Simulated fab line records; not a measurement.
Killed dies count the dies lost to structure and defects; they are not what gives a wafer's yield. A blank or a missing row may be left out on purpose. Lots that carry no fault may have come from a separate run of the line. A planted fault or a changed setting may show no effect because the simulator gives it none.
fab line records + flow gf180mcu + part 2 of 2: steps 29 to 38 of 38
record
- lots=5
- wafers=15
- last-day=33
route steps=602 shown STI@27 DNWELL@32 NWELL@42 LVPWELL@54
lots untouched by any fault: they come from a run of this same line in which no faults occurred
start-h: hours from the record's opening day to when the first of the lot's shown wafers began + wait-h: time in hours since the lot's previous step + " repeats the value in the row above + L1.1+2: several wafers, shown together as one row + - either no value or no given start + * or withheld: withheld + < > ~ a bound
route shown NAME@n: NAME is a module with steps in the file, n the number in the route of the first one + usual: average and standard deviation across the fault-free wafers + same: alike in all rows + chamber/n: place in a boat + sites: readings site by site + _std_site: standard deviation of those values + _edge_site: inner sites' mean taken away from outer sites' mean + radius-mm: for every site, how far away it sits from the centre of the wafer + mask NAME#n: copy n + behind: the most recent tool/chamber to have shaped the wafer + hold: cause of the lot's hold/its duration in hours/its outcome + device: which transistor (n, p or np) failed to switch + end of line: the route-end tests of the same wafers + where a step has no rows: the recipe by itself + killed: dies lost to structure and defects at the first sort, not the wafer's yield + map: dies across one wafer; x = killed, . = not, _ = none there
set.NAME: the setting that was run; set.NAME@STEP: the one run at that earlier step + model.NAME: the simulator's own value behind a step, which no gauge read
a table for each step, a row for each wafer; lots at some steps of the route
services: when a tool's chamber went out of use (start-h, in hours from the record's first day, below 0 if earlier), for how many hours, and the reason
## steps
# step GF_LVPWELL_HMDS_01
# recipe
- prime-time-s=60
- prime-temp-c=120
# usual
- exhaust-pa=45.0/0.81
| lot.wafer | tool           | chamber | start-h | wait-h | exhaust-pa |
|-----------|----------------|---------|---------|--------|------------|
| L076.1    | litho-track-02 | 0       | 71.03   | 0.1    | 45.2       |
| L076.5    | "              | 0       | "       | "      | 45.0       |
| L076.6    | "              | 0       | "       | "      | 44.7       |
| L077.4    | litho-track-04 | 0       | 76.71   | 0.1    | 45.4       |
| L077.5    | "              | 0       | "       | "      | 44.8       |
| L077.6    | "              | 0       | "       | "      | 44.9       |
| L078.2    | litho-track-02 | 0       | 84.80   | 0.1    | 44.9       |
| L078.4    | "              | 0       | "       | "      | 45.6       |
| L078.5    | "              | 0       | "       | "      | 44.8       |
| L088.1    | litho-track-01 | 0       | 138.04  | 0.1    | 45.1       |
| L088.5    | "              | 0       | "       | "      | 44.3       |
| L088.6    | "              | 0       | "       | "      | 44.2       |
| L091.1    | litho-track-02 | 0       | 156.48  | 0.1    | 44.3       |
| L091.4    | "              | 0       | "       | "      | 45.0       |
| L091.5    | "              | 0       | "       | "      | 44.3       |
# step GF_LVPWELL_COAT_02
# recipe
- spin-rpm=2000
- resist-thk-nm=3000
# usual
- exhaust-pa=44.9/0.87
| lot.wafer | tool           | chamber | start-h | wait-h | exhaust-pa |
|-----------|----------------|---------|---------|--------|------------|
| L076.1    | litho-track-02 | 0       | 71.18   | 0.1    | 45.3       |
| L076.5    | "              | 0       | "       | "      | 45.0       |
| L076.6    | "              | 0       | "       | "      | 45.0       |
| L077.4    | litho-track-04 | 0       | 76.86   | 0.1    | 43.6       |
| L077.5    | "              | 0       | "       | "      | 43.9       |
| L077.6    | "              | 0       | "       | "      | 43.4       |
| L078.2    | litho-track-02 | 0       | 84.95   | 0.1    | 45.2       |
| L078.4    | "              | 0       | "       | "      | 44.2       |
| L078.5    | "              | 0       | "       | "      | 43.9       |
| L088.1    | litho-track-01 | 0       | 138.19  | 0.1    | 45.7       |
| L088.5    | "              | 0       | "       | "      | 44.6       |
| L088.6    | "              | 0       | "       | "      | 45.6       |
| L091.1    | litho-track-02 | 0       | 156.63  | 0.1    | 46.3       |
| L091.4    | "              | 0       | "       | "      | 45.3       |
| L091.5    | "              | 0       | "       | "      | 47.0       |
# step GF_LVPWELL_SOFTBAKE_03
# recipe
- temp-c=110
- time-s=withheld
# usual
- exhaust-pa=45.0/0.79
| lot.wafer | tool           | chamber | start-h | wait-h | exhaust-pa |
|-----------|----------------|---------|---------|--------|------------|
| L076.1    | litho-track-02 | 0       | 71.33   | 0.1    | 46.6       |
| L076.5    | "              | 0       | "       | "      | 45.7       |
| L076.6    | "              | 0       | "       | "      | 45.7       |
| L077.4    | litho-track-04 | 0       | 77.03   | 0.1    | 44.9       |
| L077.5    | "              | 0       | "       | "      | 44.6       |
| L077.6    | "              | 0       | "       | "      | 44.8       |
| L078.2    | litho-track-02 | 0       | 85.11   | 0.1    | 44.3       |
| L078.4    | "              | 0       | "       | "      | 44.2       |
| L078.5    | "              | 0       | "       | "      | 43.7       |
| L088.1    | litho-track-01 | 0       | 138.34  | 0.1    | 44.2       |
| L088.5    | "              | 0       | "       | "      | 45.9       |
| L088.6    | "              | 0       | "       | "      | 45.4       |
| L091.1    | litho-track-02 | 0       | 156.78  | 0.1    | 44.3       |
| L091.4    | "              | 0       | "       | "      | 44.7       |
| L091.5    | "              | 0       | "       | "      | 45.0       |
# step GF_LVPWELL_EXPOSE_04
# recipe
- mask-id=LVPWELL
- target-cd-nm=600
- na=0.6
- source-shape=conventional
- sigma-outer=0.6
- dose-mj=260
# same
- na=0.6
| lot.wafer  | tool             | chamber | start-h | wait-h | mask      |
|------------|------------------|---------|---------|--------|-----------|
| L076.1+5+6 | iline-stepper-01 | 0       | -       | -      | LVPWELL#0 |
| L077.4+5+6 | iline-stepper-02 | 0       | -       | -      | LVPWELL#0 |
| L078.2+4+5 | iline-stepper-01 | 0       | -       | -      | LVPWELL#0 |
| L088.1+5+6 | iline-stepper-02 | 0       | -       | -      | LVPWELL#0 |
| L091.1+4+5 | iline-stepper-01 | 0       | -       | -      | LVPWELL#0 |
# step GF_LVPWELL_PEB_05
# recipe
- temp-c=115
- time-s=withheld
# usual
- exhaust-pa=45.1/0.93
| lot.wafer | tool           | chamber | start-h | wait-h | exhaust-pa |
|-----------|----------------|---------|---------|--------|------------|
| L076.1    | litho-track-02 | 0       | -       | -      | 45.9       |
| L076.5    | "              | 0       | "       | "      | 47.1       |
| L076.6    | "              | 0       | "       | "      | 45.2       |
| L077.4    | litho-track-02 | 0       | -       | -      | 45.3       |
| L077.5    | "              | 0       | "       | "      | 44.6       |
| L077.6    | "              | 0       | "       | "      | 44.6       |
| L078.2    | litho-track-02 | 0       | -       | -      | 47.9       |
| L078.4    | "              | 0       | "       | "      | 45.4       |
| L078.5    | "              | 0       | "       | "      | 46.1       |
| L088.1    | litho-track-02 | 0       | -       | -      | 46.7       |
| L088.5    | "              | 0       | "       | "      | 46.0       |
| L088.6    | "              | 0       | "       | "      | 45.9       |
| L091.1    | litho-track-01 | 0       | -       | -      | 43.7       |
| L091.4    | "              | 0       | "       | "      | 44.1       |
| L091.5    | "              | 0       | "       | "      | 44.9       |
# step GF_LVPWELL_DEVELOP_06
# recipe
- wall-angle-deg=90
- develop-time-s=60
- dev-temp-c=23
# usual
- exhaust-pa=44.9/0.9
| lot.wafer | tool           | chamber | start-h | wait-h | exhaust-pa |
|-----------|----------------|---------|---------|--------|------------|
| L076.1    | litho-track-02 | 0       | -       | -      | 46.7       |
| L076.5    | "              | 0       | "       | "      | 44.4       |
| L076.6    | "              | 0       | "       | "      | 45.7       |
| L077.4    | litho-track-02 | 0       | -       | -      | 45.9       |
| L077.5    | "              | 0       | "       | "      | 44.7       |
| L077.6    | "              | 0       | "       | "      | 45.4       |
| L078.2    | litho-track-02 | 0       | -       | -      | 45.7       |
| L078.4    | "              | 0       | "       | "      | 45.5       |
| L078.5    | "              | 0       | "       | "      | 46.5       |
| L088.1    | litho-track-02 | 0       | -       | -      | 45.3       |
| L088.5    | "              | 0       | "       | "      | 43.2       |
| L088.6    | "              | 0       | "       | "      | 45.4       |
| L091.1    | litho-track-01 | 0       | -       | -      | 45.4       |
| L091.4    | "              | 0       | "       | "      | 46.8       |
| L091.5    | "              | 0       | "       | "      | 46.0       |
# step GF_LVPWELL_OVL_MEAS_07
# usual
- LVPWELL_OVL=0.7/1.3
| lot.wafer | tool       | chamber | start-h | wait-h | LVPWELL_OVL[nm] |
|-----------|------------|---------|---------|--------|-----------------|
| L076.1    | overlay-02 | -       | 77.68   | -      | 1.4             |
| L076.5    | "          | -       | "       | "      | 1.7             |
| L076.6    | "          | -       | "       | "      | 1.6             |
| L077.4    | overlay-01 | -       | 83.70   | -      | 3.1             |
| L077.5    | "          | -       | "       | "      | 2.2             |
| L077.6    | "          | -       | "       | "      | 2.4             |
| L078.2    | overlay-02 | -       | 92.19   | -      | -0.1            |
| L078.4    | "          | -       | "       | "      | 0.8             |
| L078.5    | "          | -       | "       | "      | 1.0             |
| L088.1    | overlay-02 | -       | 146.43  | -      | -1.8            |
| L088.5    | "          | -       | "       | "      | 1.7             |
| L088.6    | "          | -       | "       | "      | -1.3            |
| L091.1    | overlay-01 | -       | 164.49  | -      | -0.1            |
| L091.4    | "          | -       | "       | "      | 1.1             |
| L091.5    | "          | -       | "       | "      | 0.4             |
# step GF_LVPWELL_IMPLANT_08
# recipe
- species=B
- energy-kev=170
- dose-cm2=1.5e+13
- tilt-deg=0
# usual
- beam-energy-keV=170.01/0.048
| lot.wafer | tool         | chamber | start-h | wait-h | beam-energy-keV |
|-----------|--------------|---------|---------|--------|-----------------|
| L076.1    | implanter-04 | 0       | 77.72   | 0.0    | 169.94          |
| L076.5    | "            | 0       | "       | "      | 169.95          |
| L076.6    | "            | 0       | "       | "      | 169.92          |
| L077.4    | implanter-03 | 0       | 83.79   | 0.1    | 170.00          |
| L077.5    | "            | 0       | "       | "      | 170.01          |
| L077.6    | "            | 0       | "       | "      | 170.02          |
| L078.2    | implanter-03 | 0       | 92.24   | 0.0    | 170.04          |
| L078.4    | "            | 0       | "       | "      | 170.00          |
| L078.5    | "            | 0       | "       | "      | 170.01          |
| L088.1    | implanter-01 | 0       | 146.46  | 0.0    | 170.03          |
| L088.5    | "            | 0       | "       | "      | 170.00          |
| L088.6    | "            | 0       | "       | "      | 170.00          |
| L091.1    | implanter-03 | 0       | 164.53  | 0.0    | 169.97          |
| L091.4    | "            | 0       | "       | "      | 170.07          |
| L091.5    | "            | 0       | "       | "      | 170.01          |
# step GF_LVPWELL_IMPLANT_09
# recipe
- species=B
- energy-kev=60
- dose-cm2=5e+12
- tilt-deg=0
# usual
- beam-energy-keV=60.005/0.019
| lot.wafer | tool         | chamber | start-h | wait-h | beam-energy-keV |
|-----------|--------------|---------|---------|--------|-----------------|
| L076.1    | implanter-04 | 0       | 77.87   | 0.1    | 60.024          |
| L076.5    | "            | 0       | "       | "      | 59.998          |
| L076.6    | "            | 0       | "       | "      | 59.999          |
| L077.4    | implanter-03 | 0       | 83.94   | 0.1    | 59.981          |
| L077.5    | "            | 0       | "       | "      | 59.990          |
| L077.6    | "            | 0       | "       | "      | 60.007          |
| L078.2    | implanter-03 | 0       | 92.39   | 0.1    | 60.000          |
| L078.4    | "            | 0       | "       | "      | 60.046          |
| L078.5    | "            | 0       | "       | "      | 60.016          |
| L088.1    | implanter-01 | 0       | 146.61  | 0.1    | 60.027          |
| L088.5    | "            | 0       | "       | "      | 60.026          |
| L088.6    | "            | 0       | "       | "      | 59.994          |
| L091.1    | implanter-03 | 0       | 164.68  | 0.1    | 59.989          |
| L091.4    | "            | 0       | "       | "      | 60.013          |
| L091.5    | "            | 0       | "       | "      | 60.015          |
# step GF_LVPWELL_STRIP_10
# recipe
- chemistry=O2/N2
- power-w=1400
- pressure-mtorr=1500
- platen-temp-c=250
- o2-flow-sccm=3000
- n2-flow-sccm=300
- overash-fraction=0.5
# usual
- drypump-motor-current-A=5.8/0.68
- heater-power-w=342/49
- o2-flow-sccm=3001/9.8
- oes-product-au=0.722/0.0048
- strip-time-to-endpoint-s=36.98/0.092
| lot.wafer | tool            | chamber | start-h | wait-h | drypump-motor-current-A | heater-power-w | o2-flow-sccm | oes-product-au | rf-hours-counter-h | strip-time-to-endpoint-s |
|-----------|-----------------|---------|---------|--------|-------------------------|----------------|--------------|----------------|--------------------|--------------------------|
| L076.1    | plasma-asher-02 | 1       | 78.02   | 0.1    | 6.1                     | 341            | 2992         | 0.721          | 26                 | 36.99                    |
| L076.5    | "               | 1       | "       | "      | 6.1                     | 344            | 2992         | 0.722          | -                  | 36.96                    |
| L076.6    | "               | 0       | "       | "      | 5.6                     | 380            | 3006         | 0.721          | -                  | 36.97                    |
| L077.4    | plasma-asher-01 | 0       | 84.05   | 0.1    | 6.6                     | 412            | 2999         | 0.715          | -                  | 36.99                    |
| L077.5    | "               | 1       | "       | "      | 4.6                     | 330            | 2987         | 0.721          | -                  | 37.05                    |
| L077.6    | "               | 0       | "       | "      | 6.6                     | 403            | 2991         | 0.728          | -                  | 36.96                    |
| L078.2    | plasma-asher-03 | 0       | 92.52   | 0.1    | 6.0                     | 261            | 2995         | 0.727          | 43                 | 37.00                    |
| L078.4    | "               | 0       | "       | "      | 6.0                     | 271            | 2993         | 0.726          | -                  | 36.99                    |
| L078.5    | "               | 0       | "       | "      | 6.0                     | 260            | 2995         | 0.721          | -                  | 36.94                    |
| L088.1    | plasma-asher-03 | 0       | 146.76  | 0.1    | 6.0                     | 259            | 2997         | 0.723          | 48                 | 37.04                    |
| L088.5    | "               | 0       | "       | "      | 6.0                     | 269            | 3003         | 0.723          | -                  | 37.06                    |
| L088.6    | "               | 1       | "       | "      | 6.1                     | 293            | 2997         | 0.726          | -                  | 37.17                    |
| L091.1    | plasma-asher-01 | 0       | 164.83  | 0.1    | 6.6                     | 413            | 2983         | 0.727          | 53                 | 36.97                    |
| L091.4    | "               | 0       | "       | "      | 6.6                     | 417            | 2996         | 0.725          | -                  | 36.98                    |
| L091.5    | "               | 1       | "       | "      | 4.6                     | 324            | 3004         | 0.721          | -                  | 37.03                    |
## services
| tool             | chamber | start-h | hours | kind   |
|------------------|---------|---------|-------|--------|
| plasma-asher-03  | -       | 27.46   | 17.4  | pm     |
| plasma-asher-01  | -       | 33.60   | 1.7   | repair |
| plasma-asher-03  | -       | 45.36   | 1.0   | repair |
| implanter-02     | -       | 50.77   | 3.5   | repair |
| plasma-asher-03  | -       | 51.66   | 9.5   | repair |
| furnace-01       | -       | 53.44   | 2.7   | pm     |
| implanter-02     | -       | 54.30   | 4.9   | pm     |
| furnace-01       | -       | 56.13   | 3.1   | pm     |
| iline-stepper-02 | -       | 56.50   | 1.7   | pm     |
| plasma-asher-04  | -       | 63.48   | 4.3   | pm     |
| plasma-asher-02  | -       | 65.43   | 2.8   | pm     |
| plasma-asher-04  | -       | 69.90   | 1.2   | repair |
| implanter-01     | -       | 74.41   | 2.3   | repair |
| implanter-04     | -       | 79.91   | 9.1   | repair |
| plasma-asher-03  | -       | 98.10   | 8.6   | repair |
| iline-stepper-01 | -       | 99.07   | 2.8   | repair |
| plasma-asher-04  | -       | 108.82  | 9.0   | pm     |
| plasma-asher-04  | -       | 123.33  | 4.0   | repair |
| implanter-04     | -       | 135.21  | 3.2   | pm     |
| furnace-02       | -       | 160.59  | 1.9   | pm     |
| plasma-asher-04  | -       | 160.68  | 8.2   | repair |
| implanter-02     | -       | 160.78  | 0.7   | repair |
| implanter-01     | -       | 160.79  | 26.8  | pm     |
| furnace-01       | -       | 163.94  | 3.3   | pm     |
